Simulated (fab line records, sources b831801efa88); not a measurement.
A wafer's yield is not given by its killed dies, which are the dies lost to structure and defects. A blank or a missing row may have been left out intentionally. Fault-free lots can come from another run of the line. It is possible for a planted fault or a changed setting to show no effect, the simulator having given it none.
fab line records | flow sky130
[record] lots = 11 | wafers = 33 | lastDay = 50
route steps=708 shown RES_XHIGH@340 SD_N@356 LI_CONTACT@362 PAD_OPEN@708
lots that met no fault: from a run of the same line without faults
startH: the number of hours between the record's first day and the start of the first shown wafer of the lot | waitH: how many hours have passed since the lot's step before this one | " the same as in the row above | L1.1+2: one row covering several wafers at once | - either no value or no given start | * or withheld: withheld | < > ~ a bound
route shown NAME@n: NAME is a module with steps in the file, n the number in the route of the first one | usual: the fault-free wafers' mean and standard deviation | same: alike in all rows | chamber/n: place in a boat | sites: each site's reading | _std_site: standard deviation of those values | _edge_site: the outer-site mean with the inner-site mean subtracted | radiusMm: for every site, how far away it sits from the centre of the wafer | mask NAME#n: copy n | behind: the most recent tool/chamber to have shaped the wafer | hold: cause of the lot's hold/its duration in hours/its outcome | device: transistor that didn't switch, given as n, p or np | end of line: the route-end tests of the same wafers | step lacking rows: just its recipe | killed: dies that structure and defects cost at the first sort, which is not the same as the wafer's yield | map: per-die view of a wafer (x killed, . not killed, _ where there is no die)
set.NAME: the setting the step ran with; set.NAME@STEP: the setting that earlier step ran with | model.NAME: the simulator's own value behind a step, which no gauge read
steps of the route over a sample of lots; a table a step, a row a wafer
services: the hour from which a tool's chamber was out of use, counted from the record's first day as startH (under 0 if before that day), plus the number of hours and why
[[steps]]
[step SKY_RES_XHIGH_STRIP_08]
[recipe] chemistry = O2/N2 | powerW = 1400 | pressureMtorr = 1500 | platenTempC = withheld | o2FlowSccm = 3000 | n2FlowSccm = 300 | overashFraction = 0.5
[usual] drypumpMotorCurrentA = 5.6/0.38 | n2FlowSccm = 300.0/0.92 | o2FlowSccm = 2999/9.3 | oesProductAu = 0.711/0.0044 | stripTimeToEndpointS = 14.28/0.033
lot.wafer | tool           | chamber | startH | waitH | drypumpMotorCurrentA | n2FlowSccm | o2FlowSccm | oesProductAu | rfHoursCounterH | stripTimeToEndpointS
L235.1    | plasmaAsher-02 | 1       | 618.58 | 0.1   | 5.0                  | 300.4      | 2986       | 0.705        | 89              | 14.30
L235.4    | "              | 1       | "      | "     | 5.0                  | 300.0      | 2998       | 0.712        | -               | 14.29
L235.6    | "              | 0       | "      | "     | 5.2                  | 299.0      | 3002       | 0.708        | -               | 14.26
L237.2    | plasmaAsher-01 | 1       | 642.89 | 0.1   | 5.6                  | 300.2      | 2991       | 0.710        | 48              | 14.30
L237.3    | "              | 1       | "      | "     | 5.6                  | 300.5      | 3000       | 0.706        | -               | 14.33
L237.5    | "              | 0       | "      | "     | 5.8                  | 300.5      | 2992       | 0.714        | -               | 14.32
L238.1    | plasmaAsher-03 | 0       | 659.74 | 0.1   | 5.7                  | 300.2      | 2995       | 0.709        | 84              | 14.24
L238.4    | "              | 0       | "      | "     | 5.7                  | 300.3      | 2990       | 0.710        | -               | 14.21
L238.5    | "              | 1       | "      | "     | 6.2                  | 301.5      | 2989       | 0.715        | -               | 14.23
L240.1    | plasmaAsher-01 | 0       | 660.84 | 0.1   | 5.8                  | 300.7      | 3000       | 0.710        | 50              | 14.25
L240.4    | "              | 0       | "      | "     | 5.8                  | 300.5      | 3015       | 0.711        | -               | 14.27
L240.5    | "              | 1       | "      | "     | 5.7                  | 299.1      | 2992       | 0.711        | -               | 14.22
L243.1    | plasmaAsher-03 | 1       | 698.84 | 0.1   | 6.2                  | 300.6      | 3004       | 0.718        | 88              | 14.23
L243.2    | "              | 0       | "      | "     | 5.7                  | 301.0      | 3003       | 0.710        | 88              | 14.24
L243.3    | "              | 0       | "      | "     | 5.7                  | 300.1      | 3009       | 0.707        | -               | 14.26
L244.1    | plasmaAsher-02 | 1       | 707.69 | 0.1   | 5.0                  | 299.1      | 2995       | 0.706        | 98              | 14.28
L244.4    | "              | 0       | "      | "     | 5.2                  | 300.9      | 2993       | 0.712        | -               | 14.24
L244.6    | "              | 0       | "      | "     | 5.2                  | 301.4      | 3000       | 0.708        | -               | 14.24
L246.4    | plasmaAsher-01 | 0       | 717.88 | 0.1   | 5.8                  | 299.6      | 2993       | 0.707        | -               | 14.30
L246.5    | "              | 1       | "      | "     | 5.6                  | 299.0      | 3005       | 0.710        | -               | 14.33
L246.6    | "              | 0       | "      | "     | 5.8                  | 298.9      | 3002       | 0.716        | -               | 14.31
L247.2    | plasmaAsher-02 | 0       | 726.49 | 0.1   | 5.2                  | 299.2      | 3005       | 0.710        | 99              | 14.25
L247.4    | "              | 1       | "      | "     | 5.0                  | 299.4      | 2995       | 0.719        | -               | 14.19
L247.6    | "              | 0       | "      | "     | 5.2                  | 300.7      | 2998       | 0.705        | -               | 14.24
L250.2    | plasmaAsher-03 | 0       | 769.75 | 0.1   | 5.7                  | 300.1      | 2995       | 0.703        | 95              | 14.24
L250.3    | "              | 0       | "      | "     | 5.7                  | 300.6      | 3003       | 0.711        | -               | 14.25
L250.4    | "              | 1       | "      | "     | 6.2                  | 298.7      | 2994       | 0.709        | -               | 14.22
L256.1    | plasmaAsher-01 | 1       | 795.59 | 0.1   | 5.7                  | 300.1      | 2996       | 0.719        | 63              | 14.30
L256.2    | "              | 0       | "      | "     | 5.8                  | 298.8      | 3005       | 0.713        | 63              | 14.31
L256.5    | "              | 0       | "      | "     | 5.8                  | 298.7      | 3001       | 0.708        | -               | 14.28
L257.1    | plasmaAsher-01 | 0       | 800.65 | 0.1   | 5.8                  | 300.5      | 2982       | 0.713        | 64              | 14.28
L257.2    | "              | 1       | "      | "     | 5.7                  | 298.7      | 2992       | 0.720        | 64              | 14.28
L257.4    | "              | 0       | "      | "     | 5.8                  | 302.2      | 2989       | 0.715        | -               | 14.26
[step SKY_SD_N_RTA_14]
[recipe] tempC = 1075 | timeS = 2 | idleTempC = 650 | rampUpCPerS = 150 | rampDownCPerS = 90 | ambient = N2
[usual] lampPowerPct = 15.74/0.054 | wafer_temp_C_max = 1078.1/1.4
lot.wafer | tool         | chamber | startH | waitH | lampPowerPct | wafer_temp_C_max
L235.1    | rtpAnneal-01 | 0       | 647.91 | 0.0   | 15.77        | 1082.7
L235.4    | "            | 0       | "      | "     | 15.85        | 1077.9
L235.6    | "            | 0       | "      | "     | 15.77        | 1079.7
L237.2    | rtpAnneal-01 | 0       | 672.26 | 0.0   | 15.77        | 1077.6
L237.3    | "            | 0       | "      | "     | 15.77        | 1078.4
L237.5    | "            | 0       | "      | "     | 15.78        | 1078.1
L238.1    | rtpAnneal-02 | 0       | 689.09 | 0.0   | 15.75        | 1079.8
L238.4    | "            | 0       | "      | "     | 15.70        | 1077.0
L238.5    | "            | 0       | "      | "     | 15.67        | 1079.0
L240.1    | rtpAnneal-01 | 0       | 689.59 | 0.0   | 15.76        | 1080.2
L240.4    | "            | 0       | "      | "     | 15.69        | 1079.0
L240.5    | "            | 0       | "      | "     | 15.73        | 1079.4
L243.1    | rtpAnneal-01 | 0       | 727.75 | 0.0   | 15.72        | 1078.3
L243.2    | "            | 0       | "      | "     | 15.66        | 1079.1
L243.3    | "            | 0       | "      | "     | 15.71        | 1074.4
L244.1    | rtpAnneal-02 | 0       | 736.33 | 0.0   | 15.70        | 1078.6
L244.4    | "            | 0       | "      | "     | 15.69        | 1077.9
L244.6    | "            | 0       | "      | "     | 15.76        | 1077.9
L246.4    | rtpAnneal-02 | 0       | 746.74 | 0.0   | 15.81        | 1077.3
L246.5    | "            | 0       | "      | "     | 15.76        | 1078.8
L246.6    | "            | 0       | "      | "     | 15.75        | 1080.3
L247.2    | rtpAnneal-01 | 0       | 754.19 | 0.0   | 15.78        | 1080.7
L247.4    | "            | 0       | "      | "     | 15.70        | 1077.6
L247.6    | "            | 0       | "      | "     | 15.80        | 1077.0
L250.2    | rtpAnneal-01 | 0       | 797.82 | 0.0   | 15.66        | 1076.0
L250.3    | "            | 0       | "      | "     | 15.79        | 1079.0
L250.4    | "            | 0       | "      | "     | 15.68        | 1078.1
L256.1    | rtpAnneal-02 | 0       | 822.69 | 0.0   | 15.73        | 1078.3
L256.2    | "            | 0       | "      | "     | 15.80        | 1076.8
L256.5    | "            | 0       | "      | "     | 15.71        | 1076.2
L257.1    | rtpAnneal-02 | 0       | 828.00 | 0.0   | 15.78        | 1077.9
L257.2    | "            | 0       | "      | "     | 15.71        | 1077.3
L257.4    | "            | 0       | "      | "     | 15.79        | 1079.8
[step SKY_LI_CONTACT_HDPCVD_00]
[recipe] material = PSG | targetThkNm = 930 | sigmaOpenFrac = 0.3 | timeS = 155 | tempC = 600 | sih4FlowSccm = 60 | pressureMtorr = 6
[usual] sih4FlowSccm = 59.99/0.18
lot.wafer | tool      | chamber | startH | waitH | sih4FlowSccm
L235.1    | hdpcvd-01 | 0       | 648.47 | 0.0   | 60.17
L235.4    | "         | 0       | "      | "     | 60.02
L235.6    | "         | 2       | "      | "     | 60.03
L237.2    | hdpcvd-02 | 0       | 672.80 | 0.0   | 59.73
L237.3    | "         | 1       | "      | "     | 60.15
L237.5    | "         | 0       | "      | "     | 59.97
L238.1    | hdpcvd-01 | 2       | 689.64 | 0.0   | 60.02
L238.4    | "         | 0       | "      | "     | 60.36
L238.5    | "         | 1       | "      | "     | 59.90
L240.1    | hdpcvd-02 | 1       | 690.14 | 0.0   | 59.61
L240.4    | "         | 1       | "      | "     | 59.88
L240.5    | "         | 0       | "      | "     | 60.28
L243.1    | hdpcvd-01 | 2       | 728.30 | 0.0   | 59.82
L243.2    | "         | 1       | "      | "     | 60.26
L243.3    | "         | 0       | "      | "     | 60.03
L244.1    | hdpcvd-02 | 1       | 736.95 | 0.0   | 59.97
L244.4    | "         | 1       | "      | "     | 60.14
L244.6    | "         | 0       | "      | "     | 60.01
L246.4    | hdpcvd-02 | 1       | 747.31 | 0.1   | 71.85
L246.5    | "         | 2       | "      | "     | 71.99
L246.6    | "         | 0       | "      | "     | 71.94
L247.2    | hdpcvd-02 | 2       | 754.73 | 0.0   | 71.88
L247.4    | "         | 2       | "      | "     | 71.90
L247.6    | "         | 0       | "      | "     | 71.86
L250.2    | hdpcvd-01 | 2       | 798.36 | 0.0   | 60.30
L250.3    | "         | 0       | "      | "     | 60.28
L250.4    | "         | 1       | "      | "     | 60.29
L256.1    | hdpcvd-02 | 1       | 823.26 | 0.0   | 59.91
L256.2    | "         | 2       | "      | "     | 59.98
L256.5    | "         | 2       | "      | "     | 59.82
L257.1    | hdpcvd-01 | 0       | 828.55 | 0.0   | 59.87
L257.2    | "         | 1       | "      | "     | 60.23
L257.4    | "         | 2       | "      | "     | 59.90
[step SKY_LI_CONTACT_THK_MEAS_01]
[recipe] reads = PSG_of_LI_CONTACT_HDPCVD_00
[usual] LI_CONTACT_HDPCVD_THK = 936/9.2
lot.wafer | tool         | chamber | startH | waitH | LI_CONTACT_HDPCVD_THK[nm]
L235.1    | filmMetro-03 | -       | 648.58 | 0.1   | 940
L235.4    | "            | -       | "      | "     | 938
L235.6    | "            | -       | "      | "     | 933
L237.2    | filmMetro-01 | -       | 672.91 | 0.1   | 949
L237.3    | "            | -       | "      | "     | 936
L237.5    | "            | -       | "      | "     | 939
L238.1    | filmMetro-01 | -       | 689.74 | 0.1   | 943
L238.4    | "            | -       | "      | "     | 949
L238.5    | "            | -       | "      | "     | 936
L240.1    | filmMetro-03 | -       | 690.25 | 0.1   | 935
L240.4    | "            | -       | "      | "     | 935
L240.5    | "            | -       | "      | "     | 935
L243.1    | filmMetro-03 | -       | 728.40 | 0.1   | 936
L243.2    | "            | -       | "      | "     | 950
L243.3    | "            | -       | "      | "     | 946
L244.1    | filmMetro-02 | -       | 737.05 | 0.1   | 934
L244.4    | "            | -       | "      | "     | 927
L244.6    | "            | -       | "      | "     | 932
L246.4    | filmMetro-03 | -       | 747.39 | 0.0   | 1130
L246.5    | "            | -       | "      | "     | 1124
L246.6    | "            | -       | "      | "     | 1126
L247.2    | filmMetro-01 | -       | 754.85 | 0.1   | 1115
L247.4    | "            | -       | "      | "     | 1114
L247.6    | "            | -       | "      | "     | 1120
L250.2    | filmMetro-02 | -       | 798.47 | 0.1   | 928
L250.3    | "            | -       | "      | "     | 933
L250.4    | "            | -       | "      | "     | 939
L256.1    | filmMetro-03 | -       | 823.37 | 0.1   | 938
L256.2    | "            | -       | "      | "     | 915
L256.5    | "            | -       | "      | "     | 918
L257.1    | filmMetro-03 | -       | 828.65 | 0.1   | 932
L257.2    | "            | -       | "      | "     | 940
L257.4    | "            | -       | "      | "     | 930
[step SKY_LI_CONTACT_CMP_02]
[recipe] material = PSG | downForcePsi = 4 | platenRpm = 60 | padVelocityMS = 0.94248
[usual] motorCurrentA = 12.3/0.62 | slurryFilterDpKPa = 13.52/0.14 | timeToEndpointS = 34/3.1
lot.wafer | tool   | chamber | startH | waitH | motorCurrentA | slurryFilterDpKPa | timeToEndpointS
L235.1    | cmp-02 | 1       | 648.74 | 0.1   | 12.5          | 13.48             | 39
L235.4    | "      | 2       | "      | "     | 12.3          | 13.40             | 33
L235.6    | "      | 0       | "      | "     | 12.9          | 13.55             | 36
L237.3    | cmp-01 | 1       | 672.96 | 0.0   | 11.3          | 13.73             | 40
L237.2    | "      | 2       | "      | "     | 12.4          | 13.65             | 40
L237.5    | "      | 1       | "      | "     | 11.7          | 13.53             | 37
L238.4    | cmp-02 | 3       | 689.80 | 0.0   | 12.8          | 13.34             | 37
L238.1    | "      | 1       | "      | "     | 12.4          | 13.46             | 38
L238.5    | "      | 3       | "      | "     | 13.1          | 13.48             | 33
L240.4    | cmp-01 | 0       | 690.31 | 0.0   | 11.0          | 13.71             | 36
L240.1    | "      | 1       | "      | "     | 11.6          | 13.32             | 34
L240.5    | "      | 1       | "      | "     | 11.5          | 13.38             | 35
L243.2    | cmp-01 | 2       | 728.51 | 0.1   | 12.4          | 13.62             | 35
L243.3    | "      | 3       | "      | "     | 13.1          | 13.51             | 33
L243.1    | "      | 0       | "      | "     | 11.0          | 13.45             | 39
L244.4    | cmp-02 | 3       | 737.21 | 0.1   | 12.9          | 13.41             | 29
L244.1    | "      | 0       | "      | "     | 12.5          | 13.27             | 34
L244.6    | "      | 1       | "      | "     | 12.6          | 13.46             | 36
L246.4    | cmp-02 | 1       | 747.72 | 0.3   | 12.4          | 13.36             | 52
L246.5    | "      | 3       | "      | "     | 12.1          | 13.41             | 52
L246.6    | "      | 0       | "      | "     | 12.8          | 13.63             | 52
L247.4    | cmp-02 | 1       | 754.95 | 0.1   | 12.5          | 13.60             | 48
L247.2    | "      | 2       | "      | "     | 12.2          | 13.66             | 45
L247.6    | "      | 0       | "      | "     | 12.3          | 13.61             | 50
L250.3    | cmp-02 | 3       | 798.57 | 0.1   | 12.3          | 13.66             | 31
L250.4    | "      | 0       | "      | "     | 12.2          | 13.88             | 34
L250.2    | "      | 1       | "      | "     | 12.5          | 13.61             | 35
L256.2    | cmp-02 | 0       | 823.43 | 0.0   | 12.0          | 13.41             | 34
L256.1    | "      | 1       | "      | "     | 12.4          | 13.36             | 35
L256.5    | "      | 0       | "      | "     | 12.0          | 13.40             | 34
L257.1    | cmp-01 | 3       | 828.87 | 0.2   | 13.7          | 13.45             | 33
L257.2    | "      | 1       | "      | "     | 11.3          | 13.68             | 37
L257.4    | "      | 2       | "      | "     | 11.3          | 13.54             | 37
[step SKY_LI_CONTACT_BOW_MEAS_03]
[recipe] mode = bow
[usual] LI_CONTACT_BOW = 56/7.2
lot.wafer | tool         | chamber | startH | waitH | LI_CONTACT_BOW[um]
L235.1    | filmMetro-03 | -       | 648.94 | 0.1   | 51
L235.4    | "            | -       | "      | "     | 50
L235.6    | "            | -       | "      | "     | 59
L237.2    | filmMetro-01 | -       | 673.28 | 0.2   | 54
L237.3    | "            | -       | "      | "     | 50
L237.5    | "            | -       | "      | "     | 62
L238.1    | filmMetro-01 | -       | 690.10 | 0.1   | 56
L238.4    | "            | -       | "      | "     | 45
L238.5    | "            | -       | "      | "     | 57
L240.1    | filmMetro-02 | -       | 690.61 | 0.2   | 59
L240.4    | "            | -       | "      | "     | 56
L240.5    | "            | -       | "      | "     | 49
L243.1    | filmMetro-03 | -       | 728.76 | 0.1   | 55
L243.2    | "            | -       | "      | "     | 52
L243.3    | "            | -       | "      | "     | 61
L244.1    | filmMetro-02 | -       | 737.41 | 0.1   | 64
L244.4    | "            | -       | "      | "     | 54
L244.6    | "            | -       | "      | "     | 51
L246.4    | filmMetro-01 | -       | 747.98 | 0.2   | 60
L246.5    | "            | -       | "      | "     | 57
L246.6    | "            | -       | "      | "     | 67
L247.2    | filmMetro-02 | -       | 755.22 | 0.2   | 47
L247.4    | "            | -       | "      | "     | 42
L247.6    | "            | -       | "      | "     | 52
L250.2    | filmMetro-03 | -       | 798.84 | 0.1   | 55
L250.3    | "            | -       | "      | "     | 58
L250.4    | "            | -       | "      | "     | 52
L256.1    | filmMetro-03 | -       | 823.73 | 0.2   | 64
L256.2    | "            | -       | "      | "     | 66
L256.5    | "            | -       | "      | "     | 46
L257.1    | filmMetro-03 | -       | 829.17 | 0.2   | 54
L257.2    | "            | -       | "      | "     | 70
L257.4    | "            | -       | "      | "     | 48
[step SKY_PAD_OPEN_PROBE_99]
[usual] killed_at_M0_to_M3 = 45/7.5 | killed_at_M4_up = 3.2/1.8 | killedAtContacts = 24/4.9 | killedAtFrontEnd = 15/4.4 | killedAtOther = 0.3/0.54 | killedDies = 87/9.8 | killedOpen = 47/6.4 | killedShort = 40/6.5
[same] grossDies = 492 | killedAtBackSide = 0
lot.wafer | tool      | chamber | startH  | waitH | killed_at_M0_to_M3 | killed_at_M4_up | killedAtContacts | killedAtFrontEnd | killedAtOther | killedDies | killedOpen | killedShort
L243.1    | prober-02 | -       | 1138.86 | 0.1   | 67                 | 3               | 28               | 14               | 0             | 112        | 63         | 49
L243.2    | prober-02 | -       | 1138.91 | 0.1   | 55                 | 7               | 24               | 11               | 0             | 97         | 56         | 41
L243.3    | prober-02 | -       | 1138.96 | 0.2   | 51                 | 4               | 25               | 12               | 1             | 93         | 54         | 39
// killed by level:class
L243.1 VIA1:geometricParticle:open=13 LI_CONTACT:geometricParticle:open=11 VIA1:geometricParticle:short=11 VIA2:geometricParticle:open=11 CONTACT:geometricParticle:open=8 VIA3:geometricParticle:open=7 METAL2:geometricParticle:short=7 METAL1:geometricParticle:short=7
L243.2 VIA1:geometricParticle:open=13 CONTACT:geometricParticle:open=8 VIA2:geometricParticle:open=7 LI_CONTACT:geometricParticle:open=6 VIA1:geometricParticle:short=6 METAL1:geometricParticle:short=6 VIA3:geometricParticle:open=6 METAL4:geometricParticle:short=5
L243.3 VIA2:geometricParticle:open=13 VIA1:geometricParticle:open=10 CONTACT:geometricParticle:open=8 VIA1:geometricParticle:short=8 LI_CONTACT:geometricParticle:short=7 POLY_GATE:geometricParticle:open=5 LI_CONTACT:geometricParticle:open=5 METAL2:geometricParticle:short=5
[[services]]
tool           | chamber | startH | hours | kind
cmp-02         | -       | 600.23 | 1.5   | repair
cmp-02         | -       | 600.74 | 5.5   | repair
plasmaAsher-03 | -       | 611.88 | 1.6   | repair
hdpcvd-02      | -       | 622.45 | 2.8   | pm
hdpcvd-01      | 0       | 624.47 | 6.6   | repair
hdpcvd-02      | 2       | 644.73 | 10.5  | repair
hdpcvd-02      | -       | 650.75 | 15.0  | pm
hdpcvd-02      | 0       | 650.75 | 15.0  | ventCycle
hdpcvd-02      | 1       | 650.75 | 15.0  | ventCycle
hdpcvd-02      | 2       | 650.75 | 15.0  | ventCycle
cmp-02         | -       | 657.05 | 4.0   | pm
hdpcvd-02      | 0       | 665.75 | -     | clean
hdpcvd-02      | 1       | 665.75 | -     | clean
hdpcvd-02      | 2       | 705.53 | 2.7   | repair
cmp-02         | -       | 716.44 | 11.6  | pm
plasmaAsher-02 | -       | 733.75 | 9.0   | pm
cmp-01         | -       | 737.57 | 0.2   | repair
cmp-01         | -       | 741.56 | 22.3  | repair
hdpcvd-01      | -       | 744.24 | 13.1  | repair
cmp-01         | -       | 763.89 | 4.0   | pm
cmp-02         | -       | 784.41 | 0.7   | repair
plasmaAsher-01 | -       | 813.14 | 0.8   | repair
plasmaAsher-03 | -       | 813.62 | 2.5   | repair
plasmaAsher-02 | -       | 816.41 | 42.7  | repair
[[key]]
[firstSign] step = SKY_LI_CONTACT_HDPCVD_00 | reading = sih4FlowSccm | direction = up | sigmas = 66 | usual = 59.99 | struck = 71.90
[effect] step = SKY_LI_CONTACT_THK_MEAS_01 | reading = LI_CONTACT_HDPCVD_THK | direction = up | sigmas = 20 | usual = 936 | struck = 1122
[effect] step = SKY_LI_CONTACT_CMP_02 | reading = timeToEndpointS | direction = up | sigmas = 5.2 | usual = * | struck = *
metAt SKY_LI_CONTACT_HDPCVD_00
struckLots L246,L247
testerLeftOut L246,L247
notActingAt SKY_RES_XHIGH_STRIP_08,SKY_SD_N_RTA_14,SKY_LI_CONTACT_BOW_MEAS_03
onsetBetween 736.95 747.31
[fault] kind = processParameterDrift | tool = hdpcvd-02 | chamber = - | onsetH = 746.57 | steps = SKY_LI_CONTACT_HDPCVD_00 | channel = sih4FlowSccm | offset = 12 | shape = step | endH = 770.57 | actsIn = theseRecipesOnly | stated = 60
// testerLeftOut: of these lots the tester's yield and bins aren't shown, on N5 and GAA mostly nor the transistor test; their killed dies are dies lost to structure and defects alone, not to doping, threshold or leakage, so they don't give the yield
